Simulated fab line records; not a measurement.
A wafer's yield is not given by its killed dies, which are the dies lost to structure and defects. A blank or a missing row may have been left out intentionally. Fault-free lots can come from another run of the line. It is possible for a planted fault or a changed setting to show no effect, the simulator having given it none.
Which tool did it? :: flow gf180mcu :: 39 wafers from 13 lots sampled at 5 of the route's 602 steps

WHAT EACH GAUGE READ, for each wafer
GF_POLY_GATE_CD_MEAS_10: the cd target is 280 nm. Usual: 280.1 nm for cdNm, sd 1.4.
lot: L722
measured: day 9 21:35
on: cdSem-01
cdNm (nm): 279.8 279.8 280.2
flag: 

lot: L724
measured: day 10 14:04
on: cdSem-01
cdNm (nm): 280.8 278.4 280.2
flag: 

lot: L725
measured: day 10 18:22
on: cdSem-01
cdNm (nm): 279.4 279.0 279.2
flag: 

lot: L726
measured: day 10 23:11
on: cdSem-01
cdNm (nm): 282.4 282.2 282.5
flag: 

lot: L730
measured: day 12 06:10
on: cdSem-02
cdNm (nm): 281.4 280.2 281.4
flag: 

lot: L731
measured: day 12 11:14
on: cdSem-01
cdNm (nm): 280.7 280.2 281.7
flag: 

lot: L732
measured: day 12 19:08
on: cdSem-01
cdNm (nm): 280.0 281.3 280.7
flag: 

lot: L733
measured: day 13 02:28
on: cdSem-02
cdNm (nm): 277.7 279.1 278.6
flag: 

lot: L735
measured: day 13 14:38
on: cdSem-01
cdNm (nm): 281.4 280.1 281.1
flag: 

lot: L737
measured: day 14 07:50
on: cdSem-01
cdNm (nm): 280.7 280.8 278.9
flag: 

lot: L741
measured: day 15 17:09
on: cdSem-01
cdNm (nm): 280.1 280.5 279.2
flag: 

lot: L742
measured: day 15 20:58
on: cdSem-01
cdNm (nm): 280.0 280.0 279.9
flag: 

lot: L743
measured: day 16 03:01
on: cdSem-02
cdNm (nm): 279.5 277.9 279.1
flag: 

GF_POLY_GATE_OVL_MEAS_11. Usual: POLY_GATE_OVL typically reads 0 nm, with standard deviation 5.2.
lot: L722
measured: day 9 21:43
on: overlay-02
POLY_GATE_OVL (nm): -6 -13 -2
flag: 

lot: L724
measured: day 10 14:10
on: overlay-02
POLY_GATE_OVL (nm): 1 -4 6
flag: 

lot: L725
measured: day 10 18:27
on: overlay-02
POLY_GATE_OVL (nm): 4 6 5
flag: 

lot: L726
measured: day 10 23:19
on: overlay-02
POLY_GATE_OVL (nm): 2 11 3
flag: 

lot: L730
measured: day 12 06:17
on: overlay-02
POLY_GATE_OVL (nm): -5 -6 3
flag: 

lot: L731
measured: day 12 11:22
on: overlay-02
POLY_GATE_OVL (nm): 0 9 -3
flag: 

lot: L732
measured: day 12 19:16
on: overlay-02
POLY_GATE_OVL (nm): -3 -2 -2
flag: 

lot: L733
measured: day 13 02:34
on: overlay-01
POLY_GATE_OVL (nm): -10 -5 -7
flag: 

lot: L735
measured: day 13 14:46
on: overlay-02
POLY_GATE_OVL (nm): -1 -2 -3
flag: 

lot: L737
measured: day 14 07:58
on: overlay-01
POLY_GATE_OVL (nm): 1 8 3
flag: 

lot: L741
measured: day 15 17:14
on: overlay-01
POLY_GATE_OVL (nm): -5 -5 -6
flag: 

lot: L742
measured: day 15 21:04
on: overlay-02
POLY_GATE_OVL (nm): -1 0 5
flag: 

lot: L743
measured: day 16 03:07
on: overlay-02
POLY_GATE_OVL (nm): -8 -5 -9
flag: 

GF_HV_LDD_OVL_MEAS_47. Usual: HV_LDD_03_OVL typically reads 0.8 nm, with standard deviation 1.3.
lot: L722
measured: day 13 05:40
on: overlay-02
HV_LDD_03_OVL (nm): 0.6 -0.6 -0.7
flag: 

lot: L724
measured: day 13 22:56
on: overlay-01
HV_LDD_03_OVL (nm): 0.3 1.8 0.6
flag: 

lot: L725
measured: day 14 03:20
on: overlay-02
HV_LDD_03_OVL (nm): -0.2 -0.7 2.0
flag: 

lot: L726
measured: day 14 08:17
on: overlay-01
HV_LDD_03_OVL (nm): 0.1 1.0 0.6
flag: 

lot: L730
measured: day 15 20:40
on: overlay-01
HV_LDD_03_OVL (nm): 3.7 2.6 3.8
flag: 

lot: L731
measured: day 16 01:50
on: overlay-02
HV_LDD_03_OVL (nm): 1.2 -0.6 0.5
flag: 

lot: L732
measured: day 16 09:40
on: overlay-02
HV_LDD_03_OVL (nm): 0.8 0.9 -0.3
flag: 

lot: L733
measured: day 16 18:46
on: overlay-02
HV_LDD_03_OVL (nm): 0.7 0.5 2.7
flag: 

lot: L735
measured: day 17 09:26
on: overlay-01
HV_LDD_03_OVL (nm): 0.2 0.3 3.6
flag: 

lot: L737
measured: day 18 07:47
on: overlay-02
HV_LDD_03_OVL (nm): -0.6 0.6 -2.1
flag: 

lot: L741
measured: day 19 17:59
on: overlay-01
HV_LDD_03_OVL (nm): 2.0 1.0 1.0
flag: 

lot: L742
measured: day 19 21:07
on: overlay-02
HV_LDD_03_OVL (nm): 0.2 0.7 3.1
flag: 

lot: L743
measured: day 20 03:55
on: overlay-01
HV_LDD_03_OVL (nm): 0.5 -1.1 -0.2
flag: 

GF_HV_LDD_THK_MEAS_57. Usual: HV_LDD_CVD_56_THK typically reads 90.1 nm, with standard deviation 0.86.
lot: L722
measured: day 13 09:32
on: filmMetro-04
HV_LDD_CVD_56_THK (nm): 90.5 88.8 90.1
flag: 

lot: L724
measured: day 14 02:02
on: filmMetro-04
HV_LDD_CVD_56_THK (nm): 90.2 89.8 90.1
flag: 

lot: L725
measured: day 14 06:26
on: filmMetro-03
HV_LDD_CVD_56_THK (nm): 90.2 89.6 90.4
flag: 

lot: L726
measured: day 14 11:22
on: filmMetro-04
HV_LDD_CVD_56_THK (nm): 89.8 89.7 90.1
flag: 

lot: L730
measured: day 15 23:59
on: filmMetro-01
HV_LDD_CVD_56_THK (nm): 89.1 89.5 88.8
flag: 

lot: L731
measured: day 16 05:26
on: filmMetro-03
HV_LDD_CVD_56_THK (nm): 89.6 89.8 88.8
flag: 

lot: L732
measured: day 16 12:45
on: filmMetro-03
HV_LDD_CVD_56_THK (nm): 90.9 91.5 91.2
flag: 

lot: L733
measured: day 16 21:52
on: filmMetro-04
HV_LDD_CVD_56_THK (nm): 82.4 83.5 83.6
flag: OFF

lot: L735
measured: day 17 12:31
on: filmMetro-04
HV_LDD_CVD_56_THK (nm): 84.0 84.6 84.6
flag: OFF

lot: L737
measured: day 18 10:53
on: filmMetro-04
HV_LDD_CVD_56_THK (nm): 90.6 91.1 91.4
flag: 

lot: L741
measured: day 19 21:06
on: filmMetro-03
HV_LDD_CVD_56_THK (nm): 89.1 90.0 89.5
flag: 

lot: L742
measured: day 20 00:13
on: filmMetro-01
HV_LDD_CVD_56_THK (nm): 91.0 90.1 91.3
flag: 

lot: L743
measured: day 20 07:01
on: filmMetro-04
HV_LDD_CVD_56_THK (nm): 90.4 90.8 90.9
flag: 

EACH LOT AND THE TOOL THAT RAN IT (in order: tool; ch and the chambers of the sampled wafers; start)
lot: L722
GF_HV_LDD_CVD_56: lpcvd-01 ch 0, day 13 07:23

lot: L724
GF_HV_LDD_CVD_56: lpcvd-02 ch 0, day 14 00:35

lot: L725
GF_HV_LDD_CVD_56: lpcvd-02 ch 0, day 14 04:59

lot: L726
GF_HV_LDD_CVD_56: lpcvd-01 ch 1, day 14 09:57

lot: L730
GF_HV_LDD_CVD_56: lpcvd-02 ch 1, day 15 22:34

lot: L731
GF_HV_LDD_CVD_56: lpcvd-01 ch 0, day 16 04:00

lot: L732
GF_HV_LDD_CVD_56: lpcvd-01 ch 0, day 16 11:19

lot: L733
GF_HV_LDD_CVD_56: lpcvd-01 ch 1, day 16 20:25

lot: L735
GF_HV_LDD_CVD_56: lpcvd-01 ch 1, day 17 11:05

lot: L737
GF_HV_LDD_CVD_56: lpcvd-02 ch 0, day 18 09:28

lot: L741
GF_HV_LDD_CVD_56: lpcvd-01 ch 1, day 19 19:39

lot: L742
GF_HV_LDD_CVD_56: lpcvd-02 ch 0, day 19 22:46

lot: L743
GF_HV_LDD_CVD_56: lpcvd-02 ch 1, day 20 05:34
- GF_HV_LDD_CVD_56: deposits Si3N4 from DCS/NH3, target thk 90 nm, time 1543 s.

AS READ BY THE TOOLS THEMSELVES (means over the sampled wafers that have a number; for cases with no such wafer, the mark the record gives instead)
The record holds no such reading with a usual standard deviation.

THE ANSWER, worked out from the rows above alone
Rule: a lot counts as off when the mean over its wafers that have a number is more than 3 standard deviations away from the usual mean. A lot without any number at a reading at which 4 lots or more have one is off too. Where the step has rows for the other lots, those lots are counted as sound. The gauges are gone through in route order, then the tools' own readings, and for those a lot's mean is taken as printed above. At the first step where some lot is off, the reading lying furthest off is the one used; lots without a number count as furthest.
Off: at GF_HV_LDD_THK_MEAS_57 (HV_LDD_CVD_56_THK), L733, L735.
If a tool, at a process step before that reading, ran all the lots that are off and no sound lot after the first of them, it fits. Those tools and the gauges at GF_HV_LDD_THK_MEAS_57 are tried in the same way. None of those tried fits.

WHAT WAS PUT IN BY THE SIMULATOR
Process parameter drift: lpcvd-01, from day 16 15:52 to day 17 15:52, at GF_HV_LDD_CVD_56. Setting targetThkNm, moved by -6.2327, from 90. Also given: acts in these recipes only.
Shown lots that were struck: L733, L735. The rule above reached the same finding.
